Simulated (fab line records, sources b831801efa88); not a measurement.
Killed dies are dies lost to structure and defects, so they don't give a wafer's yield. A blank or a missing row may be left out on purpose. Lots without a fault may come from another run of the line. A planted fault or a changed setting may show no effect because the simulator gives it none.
One fault seen from 2 desks | flow gf180mcu | each desk has only its own numbers; what lay behind them comes last

THE METROLOGY DESK
What the gauges read, lot by lot, whatever tool the lot ran on: means of the sampled wafers that have a number. A lot is out of limits, marked OUT, if its mean lies more than 4 standard deviations from the usual mean; the brackets give that distance.
Columns: A = HV_LDD_4_TW at GF_HV_LDD_TW_MEAS_50, usual 565; B = HV_LDD_CVD_56_THK at GF_HV_LDD_THK_MEAS_57, usual 90.1 nm
lot  | first seen here | A   | B
L152 | day 12 13:04    | 568 | 90.9
L153 | day 12 20:19    | 567 | 91.1
L157 | day 14 09:02    | 563 | 90.9
L158 | day 14 20:55    | 571 | 92.2
L160 | day 15 07:34    | 572 | 89.9
L161 | day 15 22:20    | 564 | 71.0 (-20) OUT
L162 | day 16 13:03    | 563 | 83.0 (-7.5) OUT
L163 | day 17 01:38    | 559 | 89.3
L172 | day 19 07:28    | 569 | 90.4
L173 | day 19 17:40    | 557 | 90.7
L174 | day 20 00:17    | 557 | 89.4
This desk's finding: out of limits on L161, L162; first on L161, day 16 01:09 (HV_LDD_CVD_56_THK at GF_HV_LDD_THK_MEAS_57). In limits: L152, L153, L157, L158, L160, L163, L172, L173, L174.

THE TOOL OWNER'S DESK: lpcvd-02
The tool's own readings at GF_HV_LDD_CVD_56 (deposits Si3N4 from DCS/NH3, target thk 90 nm, time 1543 s): means of the sampled wafers that have a number, for each lot that ran on this tool. A lot is out of limits, marked OUT, if its mean lies more than 4 standard deviations from the usual mean; the brackets give that distance.
Columns: A = spike_tc_centre_C at GF_HV_LDD_CVD_56, usual 770.0 C; B = spike_tc_lower_C at GF_HV_LDD_CVD_56, usual 770.0 C; C = spike_tc_upper_C at GF_HV_LDD_CVD_56, usual 769.3 C; D = zone_power_bottom_pct at GF_HV_LDD_CVD_56, usual 19.8 %; E = zone_power_centre_pct at GF_HV_LDD_CVD_56, usual 12.3 %; F = zone_power_lower_pct at GF_HV_LDD_CVD_56, usual 12.8 %
lot  | first seen here | A               | B     | C     | D    | E              | F
L152 | day 12 14:26    | 769.7           | 770.4 | 769.1 | 20.1 | 11.0           | 13.8
L153 | day 12 21:41    | 769.4           | 770.1 | 769.8 | 20.2 | 11.0           | 13.9
L158 | day 14 22:17    | 770.3           | 770.7 | 767.8 | 19.1 | 13.1           | 14.3
L160 | day 15 08:55    | 769.1           | 771.0 | 768.1 | 19.1 | 13.3           | 14.1
L161 | day 15 23:43    | 741.8 (-31) OUT | 773.2 | 773.4 | 20.0 | 4.9 (-6.7) OUT | 18.1
L162 | day 16 15:42    | 742.0 (-30) OUT | 774.1 | 773.3 | 19.9 | 4.9 (-6.7) OUT | 17.9
L173 | day 19 19:01    | 769.5           | 771.2 | 768.3 | 19.1 | 13.1           | 14.3
This desk's finding: out of limits on L161, L162; first on L161, day 15 23:43 (spike_tc_centre_C at GF_HV_LDD_CVD_56). In limits: L152, L153, L158, L160, L173.

PUT TOGETHER
The tool owner's desk could have raised an alarm at day 15 23:43, on L161, L162.
The metrology desk could have raised an alarm at day 16 01:09, on L161, L162.
Of the lots named, all ran GF_HV_LDD_CVD_56 on lpcvd-02.

WHAT THE SIMULATOR HAD PUT IN
Process parameter drift: lpcvd-02, from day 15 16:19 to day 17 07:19, at GF_HV_LDD_CVD_56. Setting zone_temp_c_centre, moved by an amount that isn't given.
Lots struck among those shown: L161, L162.
Hours from the fault's start to each desk's first reading out of limits: the tool owner's desk, 7; the metrology desk, 9.
